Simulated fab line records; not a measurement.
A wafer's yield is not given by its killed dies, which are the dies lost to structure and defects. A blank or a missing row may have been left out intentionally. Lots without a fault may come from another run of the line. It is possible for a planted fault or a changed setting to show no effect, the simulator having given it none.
fab line records	flow sky130	part 1 of 2: steps 1 to 28 of 41
[record] lots = 5	wafers = 15	lastDay = 49
route steps=708 shown SONOS_TUNNEL@161 SONOS_ONO@168 GATE_OXIDE@187
lots with no fault: from the same line, run without faults
startH: hours from the record's opening day to when the first of the lot's shown wafers began	waitH: time in hours since the lot's previous step	" identical to the entry in the row above	L1.1+2: a row that stands for several wafers	- no value, or no start given	* or withheld: withheld	< > ~ a bound
route shown NAME@n: names a module that has steps shown in the file, with the first one's number in the route	usual: average and standard deviation across the fault-free wafers	same: alike in all rows	chamber/n: place in a boat	sites: the reading at each site	_std_site: the values' standard deviation	_edge_site: the outer-site mean with the inner-site mean subtracted	radiusMm: for every site, how far away it sits from the centre of the wafer	mask NAME#n: copy n	behind: the most recent tool/chamber to have shaped the wafer	hold: the reason the lot was held/the length of the hold in hours/how it ended	device: the n, p or np transistor that did not switch	end of line: tests run on the same wafers once the route is complete	for a step that has no rows: nothing shown but its recipe	killed: the dies lost at the first sort to structure and to defects; this is not the yield of the wafer	map: the dies of a wafer, with x for killed, . for not killed, _ for no die there
set.NAME: the setting the step ran with; set.NAME@STEP: the setting that earlier step ran with	model.NAME: the simulator's own value behind a step, which no gauge read
certain route steps with their lots: each step a table, each wafer a row
services: when a tool's chamber went out of use (startH, in hours from the record's first day, below 0 if earlier), for how many hours, and the reason
[[steps]]
[step SKY_SONOS_TUNNEL_CD_MEAS_07]
[recipe] targetCdNm = 410
[usual] cdNm = 410.3/2.4
lot.wafer	tool	chamber	startH	waitH	cdNm
L075.1	cdSem-02	-	257.93	0.1	411.6
L075.2	"	-	"	"	412.4
L075.3	"	-	"	"	411.7
L077.2	cdSem-02	-	280.53	0.1	410.3
L077.3	"	-	"	"	412.6
L077.5	"	-	"	"	410.9
L085.2	cdSem-02	-	344.95	0.1	410.3
L085.3	"	-	"	"	408.8
L085.6	"	-	"	"	410.1
L087.1	cdSem-01	-	356.41	0.1	408.5
L087.2	"	-	"	"	408.5
L087.3	"	-	"	"	408.6
L091.1	cdSem-01	-	387.06	0.1	406.4
L091.3	"	-	"	"	408.3
L091.5	"	-	"	"	406.9
[step SKY_SONOS_TUNNEL_OVL_MEAS_08]
[usual] SONOS_TUNNEL_OVL = 0.3/1.5
lot.wafer	tool	chamber	startH	waitH	SONOS_TUNNEL_OVL[nm]
L075.1	overlay-02	-	258.05	0.1	-1.2
L075.2	"	-	"	"	-0.2
L075.3	"	-	"	"	-0.6
L077.2	overlay-01	-	280.64	0.1	0.2
L077.3	"	-	"	"	0.3
L077.5	"	-	"	"	0.4
L085.2	overlay-01	-	345.06	0.1	1.8
L085.3	"	-	"	"	0.3
L085.6	"	-	"	"	-0.7
L087.1	overlay-01	-	356.53	0.1	1.2
L087.2	"	-	"	"	0.6
L087.3	"	-	"	"	1.6
L091.1	overlay-02	-	387.18	0.1	1.1
L091.3	"	-	"	"	2.6
L091.5	"	-	"	"	0.3
[step SKY_SONOS_TUNNEL_IMPLANT_09]
[recipe] species = B	energyKev = 20	doseCm2 = 1e+12	tiltDeg = withheld
[usual] endStationPressureTorr = 5.04e-06/2.6e-07
[same] implantIonAmu = 11
lot.wafer	tool	chamber	startH	waitH	endStationPressureTorr
L075.1	implanter-01	0	258.09	0.0	5.14e-06
L075.2	"	0	"	"	4.86e-06
L075.3	"	0	"	"	5.38e-06
L077.2	implanter-01	0	280.70	0.0	4.85e-06
L077.3	"	0	"	"	5.72e-06
L077.5	"	0	"	"	5.43e-06
L085.2	implanter-04	0	345.11	0.0	5.15e-06
L085.3	"	0	"	"	5.03e-06
L085.6	"	0	"	"	5.4e-06
L087.1	implanter-04	0	356.56	0.0	4.95e-06
L087.2	"	0	"	"	4.62e-06
L087.3	"	0	"	"	5.08e-06
L091.1	implanter-04	0	387.21	0.0	4.76e-06
L091.3	"	0	"	"	4.88e-06
L091.5	"	0	"	"	5.7e-06
[step SKY_SONOS_TUNNEL_WET_ETCH_10]
[recipe] chemistry = dHF	targetDepthNm = 14	target = SiO2	dilution = 100:1	tempC = 25	timeS = 280
lot.wafer	tool	chamber	startH	waitH
L075.1+2+3	wetBench-01	0	258.24	0.1
L077.2+3+5	wetBench-03	1	280.82	0.1
L085.2+3+6	wetBench-03	1	345.24	0.1
L087.1+2+3	wetBench-02	2	356.71	0.1
L091.1+3+5	wetBench-03	2	387.36	0.1
[step SKY_SONOS_TUNNEL_STRIP_11]
[recipe] chemistry = SPM	timeS = 600	tempC = 130
lot.wafer	tool	chamber	startH	waitH
L075.1+2+3	wetBench-03	0	258.33	0.0
L077.2+3+5	wetBench-03	0	280.91	0.0
L085.2+3+6	wetBench-02	1	345.33	0.0
L087.1+2+3	wetBench-01	1	356.80	0.0
L091.1+3+5	wetBench-02	2	387.45	0.0
[step SKY_SONOS_TUNNEL_TW_MEAS_12]
[usual] SONOS_TUNNEL_TW = 198.8/1
lot.wafer	tool	chamber	startH	waitH	SONOS_TUNNEL_TW
L075.1	filmMetro-04	-	258.52	0.0	199.5
L075.2	"	-	"	"	198.8
L075.3	"	-	"	"	198.9
L077.2	filmMetro-03	-	281.09	0.0	198.0
L077.3	"	-	"	"	197.4
L077.5	"	-	"	"	197.4
L085.2	filmMetro-02	-	345.51	0.0	197.4
L085.3	"	-	"	"	197.3
L085.6	"	-	"	"	197.6
L087.1	filmMetro-02	-	356.98	0.0	199.5
L087.2	"	-	"	"	197.9
L087.3	"	-	"	"	197.2
L091.1	filmMetro-04	-	387.62	0.0	199.7
L091.3	"	-	"	"	199.9
L091.5	"	-	"	"	201.2
[step SKY_SONOS_TUNNEL_CLEAN_13]
[recipe] chemistry = dHF	timeS = 20	dilution = 100:1	dry = ipaMarangoni
lot.wafer	tool	chamber	startH	waitH
L075.1+2+3	wetBench-01	2	258.58	0.1
L077.2+3+5	wetBench-03	3	281.14	0.0
L085.2+3+6	wetBench-01	3	345.56	0.0
L087.1+2+3	wetBench-02	3	357.04	0.1
L091.1+3+5	wetBench-03	0	387.68	0.1
[step SKY_SONOS_ONO_OXIDATION_00]
[recipe] tempC = 800	ambient = O2	idleTempC = 700	rampUpCPerMin = 10	rampDownCPerMin = 3	stabiliseS = 600	purgeS = 300	targetThkA = 26	oxTimeS = 1249
[usual] tube_center_temp_C_max = 802.1/0.32	zonePowerTopPct = 26.5/2.1	zonePowerUpperPct = 14.02/0.21
lot.wafer	tool	chamber	startH	waitH	tube_center_temp_C_max	zonePowerTopPct	zonePowerUpperPct
L075.1	furnace-01	0	259.84	1.3	802.0	24.6	13.98
L075.2	"	0	"	"	802.3	25.0	14.06
L075.3	"	0	"	"	801.8	25.3	13.52
L077.2	furnace-02	0	282.11	1.0	802.6	29.0	14.19
L077.3	"	0	"	"	802.0	29.1	14.10
L077.5	"	0	"	"	801.9	29.2	14.19
L085.2	furnace-02	0	348.04	2.5	801.5	29.4	14.24
L085.3	"	0	"	"	801.9	29.2	14.29
L085.6	"	0	"	"	801.6	29.0	14.30
L087.1	furnace-02	0	358.98	1.9	802.1	28.9	14.12
L087.2	"	0	"	"	802.6	29.0	14.26
L087.3	"	0	"	"	801.8	28.7	14.32
L091.1	furnace-01	0	389.26	1.6	802.5	24.6	13.86
L091.3	"	0	"	"	801.7	24.9	13.96
L091.5	"	0	"	"	802.8	24.7	13.92
[step SKY_SONOS_ONO_THK_MEAS_01]
[recipe] reads = SiO2_of_SONOS_ONO_OXIDATION_00
[usual] SONOS_ONO_OXIDATION_THK = 2.60/0.053
lot.wafer	tool	chamber	startH	waitH	SONOS_ONO_OXIDATION_THK[nm]
L075.1	filmMetro-04	-	261.19	0.0	2.64
L075.2	"	-	"	"	2.57
L075.3	"	-	"	"	2.61
L077.2	filmMetro-01	-	283.47	0.0	2.50
L077.3	"	-	"	"	2.61
L077.5	"	-	"	"	2.64
L085.2	filmMetro-04	-	349.40	0.0	2.56
L085.3	"	-	"	"	2.60
L085.6	"	-	"	"	2.59
L087.1	filmMetro-04	-	360.33	0.0	2.59
L087.2	"	-	"	"	2.62
L087.3	"	-	"	"	2.60
L091.1	filmMetro-04	-	390.61	0.0	2.60
L091.3	"	-	"	"	2.58
L091.5	"	-	"	"	2.46
[step SKY_SONOS_ONO_CVD_02]
[recipe] material = Si3N4	precursor = DCS/NH3	targetThkNm = 10.5	tempC = 770	timeS = 180	pressureMtorr = 250
[usual] zonePowerTopPct = 24.7/1.2	zonePowerUpperPct = 14.1/1
lot.wafer	tool	chamber	startH	waitH	zonePowerTopPct	zonePowerUpperPct
L075.1	lpcvd-02	0	261.25	0.1	25.4	13.5
L075.2	"	0	"	"	25.4	13.4
L075.3	"	0	"	"	25.3	13.3
L077.2	lpcvd-02	1	283.52	0.0	22.8	15.7
L077.3	"	1	"	"	22.3	16.0
L077.5	"	1	"	"	22.8	15.6
L085.2	lpcvd-02	0	349.45	0.0	25.5	13.5
L085.3	"	0	"	"	25.9	13.6
L085.6	"	0	"	"	25.0	13.7
L087.1	lpcvd-02	1	362.04	1.7	22.6	15.8
L087.2	"	1	"	"	22.3	15.9
L087.3	"	1	"	"	22.6	15.6
L091.1	lpcvd-02	0	394.16	3.5	25.5	13.5
L091.3	"	0	"	"	25.3	13.7
L091.5	"	0	"	"	25.4	13.5
[step SKY_SONOS_ONO_THK_MEAS_03]
[recipe] reads = Si3N4_of_SONOS_ONO_CVD_02
[usual] SONOS_ONO_CVD_02_THK = 10.48/0.16
lot.wafer	tool	chamber	startH	waitH	SONOS_ONO_CVD_02_THK[nm]
L075.1	filmMetro-03	-	262.30	0.0	10.66
L075.2	"	-	"	"	10.64
L075.3	"	-	"	"	10.77
L077.2	filmMetro-03	-	284.58	0.0	10.18
L077.3	"	-	"	"	10.14
L077.5	"	-	"	"	10.20
L085.2	filmMetro-03	-	350.51	0.0	10.59
L085.3	"	-	"	"	10.57
L085.6	"	-	"	"	10.54
L087.1	filmMetro-03	-	363.09	0.0	10.46
L087.2	"	-	"	"	10.53
L087.3	"	-	"	"	10.58
L091.1	filmMetro-03	-	395.21	0.0	10.30
L091.3	"	-	"	"	10.14
L091.5	"	-	"	"	10.08
[step SKY_SONOS_ONO_CVD_04]
[recipe] material = SiO2	precursor = SiH4/N2O	targetThkNm = 5.7199	tempC = 900	pressureMtorr = 400
[usual] zonePowerTopPct = 32.4/0.32	zonePowerUpperPct = 17.0/0.68
lot.wafer	tool	chamber	startH	waitH	zonePowerTopPct	zonePowerUpperPct
L075.1	lpcvd-03	0	262.36	0.1	32.5	17.7
L075.2	"	0	"	"	32.4	17.8
L075.3	"	0	"	"	32.5	17.4
L077.2	lpcvd-03	0	284.63	0.0	32.3	17.6
L077.3	"	0	"	"	32.2	17.2
L077.5	"	0	"	"	32.2	17.7
L085.2	lpcvd-03	0	350.56	0.0	32.4	17.4
L085.3	"	0	"	"	32.4	17.4
L085.6	"	0	"	"	32.9	17.4
L087.1	lpcvd-03	0	363.15	0.1	31.7	17.6
L087.2	"	0	"	"	32.3	17.5
L087.3	"	0	"	"	32.4	17.6
L091.1	lpcvd-03	1	395.27	0.1	32.4	16.1
L091.3	"	1	"	"	33.0	16.1
L091.5	"	1	"	"	32.6	16.6
[step SKY_SONOS_ONO_THK_MEAS_05]
[recipe] reads = SiO2_of_SONOS_ONO_CVD_04
[usual] SONOS_ONO_CVD_04_THK = 5.72/0.12
lot.wafer	tool	chamber	startH	waitH	SONOS_ONO_CVD_04_THK[nm]
L075.1	filmMetro-04	-	263.61	0.0	5.58
L075.2	"	-	"	"	5.66
L075.3	"	-	"	"	5.74
L077.2	filmMetro-03	-	286.51	0.0	5.72
L077.3	"	-	"	"	5.72
L077.5	"	-	"	"	5.73
L085.2	filmMetro-03	-	351.82	0.0	5.64
L085.3	"	-	"	"	5.68
L085.6	"	-	"	"	5.64
L087.1	filmMetro-03	-	364.40	0.0	5.63
L087.2	"	-	"	"	5.67
L087.3	"	-	"	"	5.64
L091.1	filmMetro-03	-	396.52	0.0	5.67
L091.3	"	-	"	"	5.74
L091.5	"	-	"	"	5.65
[step SKY_SONOS_ONO_DEHYDRATE_06]
[recipe] tempC = 200	timeS = 60
lot.wafer	tool	chamber	startH	waitH
L075.1+2+3	lithoTrack-03	0	275.36	11.7
L077.2+3+5	lithoTrack-03	0	298.38	11.9
L085.2+3+6	lithoTrack-02	0	364.44	12.6
L087.1+2+3	lithoTrack-03	0	377.81	13.4
L091.1+3+5	lithoTrack-02	0	410.31	13.8
[step SKY_SONOS_ONO_HMDS_07]
[recipe] primeTimeS = 60	primeTempC = 120
[same] primeTimeS = 60
lot.wafer	tool	chamber	startH	waitH
L075.1+2+3	lithoTrack-03	0	275.51	0.1
L077.2+3+5	lithoTrack-03	0	298.53	0.1
L085.2+3+6	lithoTrack-02	0	364.59	0.1
L087.1+2+3	lithoTrack-03	0	377.96	0.1
L091.1+3+5	lithoTrack-02	0	410.46	0.1
[step SKY_SONOS_ONO_COAT_08]
[recipe] resist = NOVOLAK	spinRpm = 3000	resistThkNm = 1140
lot.wafer	tool	chamber	startH	waitH
L075.1+2+3	lithoTrack-03	0	275.66	0.1
L077.2+3+5	lithoTrack-03	0	298.68	0.1
L085.2+3+6	lithoTrack-02	0	364.74	0.1
L087.1+2+3	lithoTrack-03	0	378.11	0.1
L091.1+3+5	lithoTrack-02	0	410.61	0.1
[step SKY_SONOS_ONO_SOFTBAKE_09]
[recipe] tempC = 90	timeS = 60	resist = NOVOLAK
lot.wafer	tool	chamber	startH	waitH
L075.1+2+3	lithoTrack-03	0	275.81	0.1
L077.2+3+5	lithoTrack-03	0	298.83	0.1
L085.2+3+6	lithoTrack-02	0	364.89	0.1
L087.1+2+3	lithoTrack-03	0	378.26	0.1
L091.1+3+5	lithoTrack-02	0	410.76	0.1
[step SKY_SONOS_ONO_EXPOSE_10]
[recipe] maskId = ONOM	targetCdNm = 410	na = 0.6	sourceShape = conventional	sigmaOuter = 0.6	doseMj = 150
[usual] focusOffsetNm = 0.0/0.51	stageVelMmS = 499.98/0.27
lot.wafer	tool	chamber	startH	waitH	mask	focusOffsetNm	stageVelMmS
L075.1	ilineStepper-01	0	-	-	ONOM#0	-0.2	500.02
L075.2	"	0	"	"	ONOM#0	-0.4	500.03
L075.3	"	0	"	"	ONOM#0	-0.6	500.02
L077.2	ilineStepper-02	0	-	-	ONOM#0	-0.8	499.95
L077.3	"	0	"	"	ONOM#0	1.1	500.07
L077.5	"	0	"	"	ONOM#0	0.6	500.32
L085.2	ilineStepper-02	0	-	-	ONOM#0	0.0	500.22
L085.3	"	0	"	"	ONOM#0	0.1	500.22
L085.6	"	0	"	"	ONOM#0	-0.1	499.93
L087.1	ilineStepper-02	0	-	-	ONOM#0	0.7	500.39
L087.2	"	0	"	"	ONOM#0	-0.1	500.01
L087.3	"	0	"	"	ONOM#0	-0.4	500.31
L091.1	ilineStepper-02	0	-	-	ONOM#0	0.6	500.16
L091.3	"	0	"	"	ONOM#0	-0.4	500.11
L091.5	"	0	"	"	ONOM#0	-0.5	499.75
[step SKY_SONOS_ONO_PEB_11]
[recipe] tempC = withheld	timeS = *	resist = NOVOLAK
lot.wafer	tool	chamber	startH	waitH
L075.1+2+3	lithoTrack-01	0	-	-
L077.2+3+5	lithoTrack-01	0	-	-
L085.2+3+6	lithoTrack-03	0	-	-
L087.1+2+3	lithoTrack-02	0	-	-
L091.1+3+5	lithoTrack-03	0	-	-
[step SKY_SONOS_ONO_DEVELOP_12]
[recipe] developTimeS = 60	devTempC = 23
[same] developTimeS = 60
lot.wafer	tool	chamber	startH	waitH
L075.1+2+3	lithoTrack-01	0	287.60	0.1
L077.2+3+5	lithoTrack-01	0	311.72	0.1
L085.2+3+6	lithoTrack-03	0	378.58	0.1
L087.1+2+3	lithoTrack-02	0	392.86	0.1
L091.1+3+5	lithoTrack-03	0	426.11	0.1
[step SKY_SONOS_ONO_CD_MEAS_13]
[recipe] targetCdNm = 410
[usual] cdNm = 409.3/2.7
lot.wafer	tool	chamber	startH	waitH	cdNm
L075.1	cdSem-02	-	287.75	0.1	407.9
L075.2	"	-	"	"	408.6
L075.3	"	-	"	"	407.9
L077.2	cdSem-01	-	311.87	0.1	413.8
L077.3	"	-	"	"	413.0
L077.5	"	-	"	"	412.2
L085.2	cdSem-02	-	378.73	0.1	411.6
L085.3	"	-	"	"	407.8
L085.6	"	-	"	"	407.0
L087.1	cdSem-01	-	393.01	0.1	408.7
L087.2	"	-	"	"	409.1
L087.3	"	-	"	"	406.9
L091.1	cdSem-01	-	426.26	0.1	408.1
L091.3	"	-	"	"	407.1
L091.5	"	-	"	"	404.8
[step SKY_SONOS_ONO_OVL_MEAS_14]
[usual] SONOS_ONO_OVL = -0.1/1.7
lot.wafer	tool	chamber	startH	waitH	SONOS_ONO_OVL[nm]
L075.1	overlay-02	-	287.87	0.1	-2.5
L075.2	"	-	"	"	-0.1
L075.3	"	-	"	"	-1.6
L077.2	overlay-02	-	311.98	0.1	0.8
L077.3	"	-	"	"	0.0
L077.5	"	-	"	"	-0.9
L085.2	overlay-02	-	378.83	0.1	-1.9
L085.3	"	-	"	"	-2.3
L085.6	"	-	"	"	-2.5
L087.1	overlay-02	-	393.13	0.1	-2.0
L087.2	"	-	"	"	-1.6
L087.3	"	-	"	"	1.7
L091.1	overlay-02	-	426.38	0.1	-1.0
L091.3	"	-	"	"	-1.9
L091.5	"	-	"	"	-0.9
[step SKY_SONOS_ONO_ETCH_15]
[recipe] targetDepthNm = 19.52	chemistry = CHF3/O2	sourceW = 600	biasW = 200	pressureMtorr = 40	chf3FlowSccm = 50	O2_flow_sccm = 5	timeS = 7.8
[usual] drypumpMotorCurrentA = 5.7/0.48	oesProductAu = 1.001/0.0086	throttleValvePct = 8.825/0.0082
lot.wafer	tool	chamber	startH	waitH	drypumpMotorCurrentA	oesProductAu	rfHoursCounterH	throttleValvePct
L075.1	rieDiel-02	2	287.91	0.0	5.5	1.008	3	8.832
L075.2	"	3	"	"	5.9	1.009	11	8.823
L075.3	"	0	"	"	5.9	1.007	94	8.829
L077.2	rieDiel-04	2	312.01	0.0	5.9	1.004	4	8.816
L077.3	"	1	"	"	4.9	0.987	7	8.832
L077.5	"	0	"	"	5.2	0.987	-	8.817
L085.2	rieDiel-01	3	378.86	0.0	6.4	1.008	6	8.837
L085.3	"	0	"	"	6.5	0.995	41	8.818
L085.6	"	2	"	"	6.2	0.993	-	8.813
L087.1	rieDiel-04	1	393.17	0.0	4.9	0.982	8	8.816
L087.2	"	0	"	"	5.2	0.992	0	8.823
L087.3	"	2	"	"	5.9	0.993	6	8.812
L091.1	rieDiel-02	1	426.41	0.0	5.5	0.998	24	8.834
L091.3	"	2	"	"	5.5	1.001	5	8.827
L091.5	"	0	"	"	5.9	0.998	-	8.821
[step SKY_SONOS_ONO_WET_ETCH_16]
[recipe] chemistry = dHF	targetDepthNm = 14	dry = n2Spin	target = SiO2	dilution = 100:1	tempC = 25	timeS = 280
lot.wafer	tool	chamber	startH	waitH
L075.1+2+3	wetBench-01	0	287.93	0.0
L077.2+3+5	wetBench-02	3	312.03	0.0
L085.2+3+6	wetBench-01	1	378.88	0.0
L087.1+2+3	wetBench-02	2	393.19	0.0
L091.1+3+5	wetBench-04	1	426.43	0.0
[step SKY_SONOS_ONO_STRIP_17]
[recipe] chemistry = O2/N2	powerW = 1400	pressureMtorr = 1500	platenTempC = withheld	o2FlowSccm = 3000	n2FlowSccm = 300	overashFraction = 0.5
[usual] drypumpMotorCurrentA = 5.6/0.49	oesProductAu = 0.710/0.004	stripTimeToEndpointS = 14.09/0.043
lot.wafer	tool	chamber	startH	waitH	drypumpMotorCurrentA	oesProductAu	rfHoursCounterH	stripTimeToEndpointS
L075.1	plasmaAsher-02	0	288.01	0.0	5.3	0.705	16	14.11
L075.2	"	1	"	"	5.7	0.708	16	14.12
L075.3	"	1	"	"	5.6	0.714	-	14.13
L077.2	plasmaAsher-02	0	312.11	0.0	5.3	0.713	19	14.11
L077.3	"	0	"	"	5.3	0.719	-	14.11
L077.5	"	1	"	"	5.7	0.709	-	14.13
L085.2	plasmaAsher-02	0	379.06	0.0	5.3	0.713	26	14.15
L085.3	"	1	"	"	5.7	0.704	-	14.11
L085.6	"	1	"	"	5.7	0.705	-	14.14
L087.1	plasmaAsher-02	1	393.28	0.0	5.7	0.708	27	14.08
L087.2	"	0	"	"	5.3	0.715	27	14.09
L087.3	"	0	"	"	5.3	0.710	-	14.09
L091.1	plasmaAsher-04	0	426.52	0.0	5.1	0.711	61	14.09
L091.3	"	1	"	"	6.4	0.710	-	14.05
L091.5	"	1	"	"	6.4	0.711	-	14.06
[step SKY_SONOS_ONO_WET_ETCH_18]
[recipe] chemistry = H3PO4	targetDepthNm = 15	target = Si3N4	tempC = 160	timeS = 172
lot.wafer	tool	chamber	startH	waitH
L075.1+2+3	wetBench-04	3	288.11	0.1
L077.2+3+5	wetBench-01	2	312.21	0.1
L085.2+3+6	wetBench-04	2	379.16	0.1
L087.1+2+3	wetBench-01	3	393.38	0.1
L091.1+3+5	wetBench-04	0	426.62	0.1
[step SKY_GATE_OXIDE_CLEAN_00]
[recipe] chemistry = SC1/SC2	mix = 1:4:20	tempC = 70	timeS = 150	dry = n2Spin
lot.wafer	tool	chamber	startH	waitH
L075.1+2+3	wetBench-02	1	288.17	0.0
L077.2+3+5	wetBench-04	3	312.27	0.0
L085.2+3+6	wetBench-02	1	379.21	0.0
L087.1+2+3	wetBench-02	1	393.49	0.0
L091.1+3+5	wetBench-02	1	426.68	0.0
[step SKY_GATE_OXIDE_OXIDATION_01]
[recipe] tempC = 900	ambient = O2	stabiliseS = 600	purgeS = 300	targetThkA = 102.68	oxTimeS = 1473
[usual] tube_center_temp_C_max = 902.4/0.38	zonePowerTopPct = 33.3/2.4	zonePowerUpperPct = 18.09/0.28
lot.wafer	tool	chamber	startH	waitH	tube_center_temp_C_max	zonePowerTopPct	zonePowerUpperPct
L075.1	furnace-01	0	288.64	0.4	902.0	30.0	17.68
L075.2	"	0	"	"	903.0	29.7	17.58
L075.3	"	0	"	"	903.2	29.8	17.75
L077.2	furnace-02	0	313.15	0.8	901.9	34.9	18.47
L077.3	"	0	"	"	902.6	35.5	18.12
L077.5	"	0	"	"	902.8	34.7	18.14
L085.2	furnace-01	0	382.06	2.8	902.8	29.3	18.19
L085.3	"	0	"	"	902.7	29.7	17.67
L085.6	"	0	"	"	902.0	30.0	17.83
L087.1	furnace-01	0	393.54	0.0	901.9	30.0	17.99
L087.2	"	0	"	"	902.2	29.6	17.98
L087.3	"	0	"	"	902.1	30.0	17.91
L091.1	furnace-01	0	429.66	2.9	902.2	30.4	17.69
L091.3	"	0	"	"	902.4	29.8	17.93
L091.5	"	0	"	"	902.2	30.1	17.68
